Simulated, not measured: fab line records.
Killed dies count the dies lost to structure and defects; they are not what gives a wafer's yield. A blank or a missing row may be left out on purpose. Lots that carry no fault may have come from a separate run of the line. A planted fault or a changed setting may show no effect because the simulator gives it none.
The tool behind it: which one? :: flow gf180mcu :: 14 lots with 42 wafers sampled at 4 steps, on a route of 602 steps

== WHAT THE GAUGES READ, wafer by wafer ==
GF_V5_OVL_MEAS_15. Usual: V5_OVL gives -5 nm (standard deviation 5.4).
lot: L838
measured: day 27 13:19
on: overlay-02
V5_OVL (nm): -10 -17 -11
flag: 

lot: L839
measured: day 27 16:12
on: overlay-01
V5_OVL (nm): -9 -4 -3
flag: 

lot: L840
measured: day 28 01:33
on: overlay-02
V5_OVL (nm): 2 0 -4
flag: 

lot: L841
measured: day 28 13:52
on: overlay-02
V5_OVL (nm): -15 -5 -11
flag: 

lot: L843
measured: day 28 20:04
on: overlay-02
V5_OVL (nm): 2 -7 -4
flag: 

lot: L845
measured: day 29 07:22
on: overlay-02
V5_OVL (nm): 4 3 -5
flag: 

lot: L846
measured: day 29 18:25
on: overlay-01
V5_OVL (nm): -4 -2 -7
flag: 

lot: L848
measured: day 30 11:00
on: overlay-01
V5_OVL (nm): -9 2 -7
flag: 

lot: L849
measured: day 30 15:31
on: overlay-02
V5_OVL (nm): -16 -12 -12
flag: 

lot: L851
measured: day 31 04:52
on: overlay-01
V5_OVL (nm): 4 -10 -2
flag: 

lot: L855
measured: day 32 06:50
on: overlay-01
V5_OVL (nm): -9 -6 -7
flag: 

lot: L856
measured: day 32 13:30
on: overlay-01
V5_OVL (nm): -2 -5 -1
flag: 

lot: L857
measured: day 32 16:41
on: overlay-01
V5_OVL (nm): -3 -3 -4
flag: 

lot: L858
measured: day 32 21:15
on: overlay-01
V5_OVL (nm): -11 -1 -6
flag: 

GF_TOP_METAL_OVL_MEAS_15. Usual: TOP_METAL_OVL gives 1.1 nm (standard deviation 1.1).
lot: L838
measured: day 28 10:46
on: overlay-02
TOP_METAL_OVL (nm): -1.2 -0.2 1.1
flag: 

lot: L839
measured: day 28 14:08
on: overlay-01
TOP_METAL_OVL (nm): -0.5 -0.2 1.3
flag: 

lot: L840
measured: day 28 23:19
on: overlay-02
TOP_METAL_OVL (nm): 2.5 -1.0 0.8
flag: 

lot: L841
measured: day 29 11:14
on: overlay-02
TOP_METAL_OVL (nm): 1.2 2.0 1.3
flag: 

lot: L843
measured: day 29 17:02
on: overlay-01
TOP_METAL_OVL (nm): 1.2 0.4 -1.3
flag: 

lot: L845
measured: day 30 04:23
on: overlay-02
TOP_METAL_OVL (nm): -0.4 1.7 1.4
flag: 

lot: L846
measured: day 30 14:19
on: overlay-01
TOP_METAL_OVL (nm): -0.3 2.9 0.9
flag: 

lot: L848
measured: day 31 06:57
on: overlay-02
TOP_METAL_OVL (nm): 1.8 2.7 1.3
flag: 

lot: L849
measured: day 31 11:02
on: overlay-02
TOP_METAL_OVL (nm): 2.2 1.2 1.0
flag: 

lot: L851
measured: day 31 23:53
on: overlay-02
TOP_METAL_OVL (nm): 0.4 1.6 0.5
flag: 

lot: L855
measured: day 33 00:53
on: overlay-01
TOP_METAL_OVL (nm): 3.5 2.2 2.1
flag: 

lot: L856
measured: day 33 07:14
on: overlay-01
TOP_METAL_OVL (nm): 3.1 1.8 2.3
flag: 

lot: L857
measured: day 33 10:18
on: overlay-02
TOP_METAL_OVL (nm): 1.0 0.7 0.6
flag: 

lot: L858
measured: day 33 14:33
on: overlay-01
TOP_METAL_OVL (nm): 1.1 0.0 1.6
flag: 

GF_PASSIVATION_THK_MEAS_01. Usual: PASSIVATION_CVD_00_THK gives 999 nm (standard deviation 15).
lot: L838
measured: day 28 11:38
on: film_metro-04
PASSIVATION_CVD_00_THK (nm): 974 991 997
flag: 

lot: L839
measured: day 28 15:05
on: film_metro-01
PASSIVATION_CVD_00_THK (nm): 987 983 1015
flag: 

lot: L840
measured: day 29 00:10
on: film_metro-04
PASSIVATION_CVD_00_THK (nm): 989 1018 1018
flag: 

lot: L841
measured: day 29 12:05
on: film_metro-03
PASSIVATION_CVD_00_THK (nm): 986 1040 1013
flag: 

lot: L843
measured: day 29 17:53
on: film_metro-04
PASSIVATION_CVD_00_THK (nm): 1000 1031 1046
flag: 

lot: L845
measured: day 30 05:14
on: film_metro-03
PASSIVATION_CVD_00_THK (nm): 990 983 994
flag: 

lot: L846
measured: day 30 15:10
on: film_metro-03
PASSIVATION_CVD_00_THK (nm): 984 997 1012
flag: 

lot: L848
measured: day 31 07:59
on: film_metro-01
PASSIVATION_CVD_00_THK (nm): 999 982 998
flag: 

lot: L849
measured: day 31 11:52
on: film_metro-03
PASSIVATION_CVD_00_THK (nm): 992 972 1003
flag: 

lot: L851
measured: day 32 00:49
on: film_metro-01
PASSIVATION_CVD_00_THK (nm): 1002 988 1001
flag: 

lot: L855
measured: day 33 01:43
on: film_metro-04
PASSIVATION_CVD_00_THK (nm): 991 1011 998
flag: 

lot: L856
measured: day 33 08:06
on: film_metro-03
PASSIVATION_CVD_00_THK (nm): 981 975 977
flag: 

lot: L857
measured: day 33 11:11
on: film_metro-03
PASSIVATION_CVD_00_THK (nm): 975 998 997
flag: 

lot: L858
measured: day 33 15:23
on: film_metro-03
PASSIVATION_CVD_00_THK (nm): 1002 988 994
flag: 

== TOOL THAT RAN EACH LOT (tool first, then ch and the chambers of the sampled wafers, then the start) ==
lot: L838
GF_M2_SPUTTER_04: pvd_sputter-04, day 18 15:04

lot: L839
GF_M2_SPUTTER_04: pvd_sputter-04, day 18 18:41

lot: L840
GF_M2_SPUTTER_04: pvd_sputter-02, day 19 05:22

lot: L841
GF_M2_SPUTTER_04: pvd_sputter-04, day 19 20:04

lot: L843
GF_M2_SPUTTER_04: pvd_sputter-02, day 20 05:56

lot: L845
GF_M2_SPUTTER_04: pvd_sputter-02, day 20 17:11

lot: L846
GF_M2_SPUTTER_04: pvd_sputter-02, day 21 08:11

lot: L848
GF_M2_SPUTTER_04: pvd_sputter-01, day 22 05:06

lot: L849
GF_M2_SPUTTER_04: pvd_sputter-04, day 22 11:50

lot: L851
GF_M2_SPUTTER_04: pvd_sputter-04, day 23 02:54

lot: L855
GF_M2_SPUTTER_04: pvd_sputter-04, day 24 14:47

lot: L856
GF_M2_SPUTTER_04: pvd_sputter-04, day 24 21:08

lot: L857
GF_M2_SPUTTER_04: pvd_sputter-04, day 25 01:59

lot: L858
GF_M2_SPUTTER_04: pvd_sputter-04, day 25 06:14
- GF_M2_SPUTTER_04: material TiN, target thk 50 nm, time 41.7 s.

== WHAT THE TOOLS THEMSELVES READ (means of the sampled wafers that have a number; where no wafer has one, the mark that the record gives instead) ==
GF_M2_SPUTTER_04. Usual: throttle_valve_pct reads 30.7 % (standard deviation 1.1).
lot: L838
tool: pvd_sputter-04
throttle_valve_pct (%): 30.3
flag: 

lot: L839
tool: pvd_sputter-04
throttle_valve_pct (%): 31.0
flag: 

lot: L840
tool: pvd_sputter-02
throttle_valve_pct (%): 29.4
flag: 

lot: L841
tool: pvd_sputter-04
throttle_valve_pct (%): 31.3
flag: 

lot: L843
tool: pvd_sputter-02
throttle_valve_pct (%): 29.4
flag: 

lot: L845
tool: pvd_sputter-02
throttle_valve_pct (%): 29.6
flag: 

lot: L846
tool: pvd_sputter-02
throttle_valve_pct (%): 30.0
flag: 

lot: L848
tool: pvd_sputter-01
throttle_valve_pct (%): 31.5
flag: 

lot: L849
tool: pvd_sputter-04
throttle_valve_pct (%): 30.8
flag: 

lot: L851
tool: pvd_sputter-04
throttle_valve_pct (%): 30.3
flag: 

lot: L855
tool: pvd_sputter-04
throttle_valve_pct (%): 30.9
flag: 

lot: L856
tool: pvd_sputter-04
throttle_valve_pct (%): 30.7
flag: 

lot: L857
tool: pvd_sputter-04
throttle_valve_pct (%): 30.6
flag: 

lot: L858
tool: pvd_sputter-04
throttle_valve_pct (%): 30.7
flag: 

== THE ANSWER, worked out from the rows above alone ==
Rule: take the mean of a lot's wafers that have a number; if it is more than 3 standard deviations from the usual mean, the lot is off. A lot without any number at a reading at which 4 lots or more have one is off too. Where the step has rows for the other lots, those lots are counted as sound. Order of review: gauges by route order, followed by the tools' own readings, for which a lot's mean as printed above is used. The first step at which some lot is off is used, and at that step the reading that is off furthest; a lot without a number counts as furthest.
No lot is off on any of the readings shown, so nothing can be concluded from this.

== WHAT THE SIMULATOR HAD PUT IN ==
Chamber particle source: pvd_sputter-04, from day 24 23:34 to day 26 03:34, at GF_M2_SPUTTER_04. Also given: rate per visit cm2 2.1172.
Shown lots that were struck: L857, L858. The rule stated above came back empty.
